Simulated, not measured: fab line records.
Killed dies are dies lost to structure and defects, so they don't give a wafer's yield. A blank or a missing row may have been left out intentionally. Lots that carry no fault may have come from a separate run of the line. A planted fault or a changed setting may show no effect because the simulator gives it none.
What tool caused it? -- flow sky130 -- 12 lots, 36 wafers sampled, at 2 steps of a route of 708

## WHAT THE GAUGES READ, wafer by wafer
SKY_LOCAL_INTERCONNECT_THK_MEAS_02: measures by xrf.
lot,measured,on,LOCAL_INTERCONNECT_TIN_THK (nm)
L075,day 30 00:57,film-metro-01,99.2 101.7 98.7
L077,day 31 01:51,film-metro-04,97.4 98.4 99.8
L079,day 31 13:56,film-metro-03,103.1 101.0 102.8
L081,day 32 09:08,film-metro-01,100.4 99.0 97.8
L083,day 33 11:27,film-metro-03,99.7 100.9 100.5
L086,day 33 19:44,film-metro-04,98.7 98.9 98.1
L087,day 34 08:13,film-metro-01,100.6 99.7 99.5
L089,day 34 21:36,film-metro-04,99.4 99.4 100.4
L091,day 35 08:20,film-metro-03,100.2 101.6 100.9
L093,day 35 20:10,film-metro-03,99.5 100.7 102.6
L094,day 36 19:41,film-metro-04,100.3 100.7 100.3
L097,day 37 00:32,film-metro-04,99.6 97.8 97.4

## WHICH TOOL RAN EACH LOT (tool, then ch and the chambers of the sampled wafers, then the start)
lot,SKY_LOCAL_INTERCONNECT_SPUTTER_00
L075,"pvd-sputter-04, day 30 00:46"
L077,"pvd-sputter-04, day 31 01:40"
L079,"pvd-sputter-04, day 31 13:46"
L081,"pvd-sputter-01, day 32 08:53"
L083,"pvd-sputter-02, day 33 11:16"
L086,"pvd-sputter-04, day 33 19:34"
L087,"pvd-sputter-01, day 34 08:02"
L089,"pvd-sputter-04, day 34 21:25"
L091,"pvd-sputter-04, day 35 08:08"
L093,"pvd-sputter-01, day 35 19:58"
L094,"pvd-sputter-02, day 36 19:29"
L097,"pvd-sputter-01, day 37 00:21"
- SKY_LOCAL_INTERCONNECT_SPUTTER_00: material TiN, target thk 100 nm, time 83.3 s.

## THE ANSWER, worked out from the rows above alone
Rule: the usual values come from the lots themselves. Put in order of their means at a reading, lots are off if they are a third of the lots or fewer, leave a main group of 4 or more, and stand apart from it by a gap of 3 or more times the standard deviation of the main group's means; of several such gaps the widest counts. A main group is skipped when, at the precision printed for the reading in the tables above, its means are all equal. A lot without any number at a reading at which 4 lots or more have one is off too. Where the step has rows for the other lots, those lots are counted as sound.
None of the lots is off at any reading shown; this tells nothing.

## WHAT HAD BEEN PUT IN BY THE SIMULATOR
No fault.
